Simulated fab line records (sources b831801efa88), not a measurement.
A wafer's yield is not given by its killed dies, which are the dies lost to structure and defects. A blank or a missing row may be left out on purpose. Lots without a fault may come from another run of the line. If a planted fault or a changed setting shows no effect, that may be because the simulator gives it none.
The same fault as seen by 2 desks || flow sky130 || each desk has only its own numbers; what lay behind them comes last

METROLOGY DESK
Lot by lot, what the gauges showed, no matter which tool ran the lot: averages of those sampled wafers that carry a number. The brackets show how far a lot's mean lies from the usual mean; more than 4 standard deviations puts the lot out of limits, marked OUT.
Columns: A = VIA4_W_RS at SKY_VIA4_RS_MEAS_19, usual 0.2255 ohm/sq
{"lot": "L342", "first seen here": "day 42 16:07", "A": 0.2229}
{"lot": "L343", "first seen here": "day 43 17:23", "A": 0.2275}
{"lot": "L346", "first seen here": "day 43 19:49", "A": 0.2265}
{"lot": "L348", "first seen here": "day 44 16:53", "A": 0.2282}
{"lot": "L349", "first seen here": "day 45 00:13", "A": 0.2229}
{"lot": "L354", "first seen here": "day 46 13:23", "A": 0.2262}
{"lot": "L360", "first seen here": "day 47 11:50", "A": 0.2266}
{"lot": "L361", "first seen here": "day 48 02:29", "A": 0.2284}
{"lot": "L363", "first seen here": "day 48 03:53", "A": 0.2241}
{"lot": "L364", "first seen here": "day 48 16:59", "A": 0.2285}
{"lot": "L365", "first seen here": "day 48 18:07", "A": 0.2247}
Finding of this desk: none of the 11 lots has anything out of limits.

THE TOOL OWNER'S DESK: pvdSputter-04
The tool's own readings at SKY_METAL5_SPUTTER_01 (material TiN, target thk 20 nm, time 16.7 s): means of the sampled wafers that have a number, for each lot that ran on this tool. The brackets show how far a lot's mean lies from the usual mean; more than 4 standard deviations puts the lot out of limits, marked OUT.
Columns: A = cathodeDcPowerW at SKY_METAL5_SPUTTER_01, usual 6500.1 W; B = throttleValvePct at SKY_METAL5_SPUTTER_01, usual 30.5 %
{"lot": "L342", "first seen here": "day 42 16:35", "A": 6499.8, "B": 29.7}
{"lot": "L348", "first seen here": "day 44 17:23", "A": 6499.8, "B": 30.7}
{"lot": "L349", "first seen here": "day 45 00:43", "A": 6499.9, "B": 30.5}
{"lot": "L354", "first seen here": "day 46 13:50", "A": "6318.0 (-99 or more) OUT", "B": 30.7}
Finding of this desk: L354 out of limits; the first was L354 at day 46 13:50, on cathodeDcPowerW at SKY_METAL5_SPUTTER_01. L342, L348, L349: within limits.

TAKEN TOGETHER
At day 46 13:50, on L354, the tool owner's desk was in a position to raise an alarm.
From the metrology desk's view, nothing was out of limits.
The metrology desk holds a record of L354, inside its limits.
All the named lots went through SKY_METAL5_SPUTTER_01 on pvdSputter-04.

WHAT WAS PUT IN BY THE SIMULATOR
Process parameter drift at SKY_METAL5_SPUTTER_01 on pvdSputter-04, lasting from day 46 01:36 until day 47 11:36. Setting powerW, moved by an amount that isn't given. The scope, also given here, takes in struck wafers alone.
Lots struck among those shown: L354.
Hours from the fault's start to each desk's first reading out of limits: the tool owner's desk, 12.
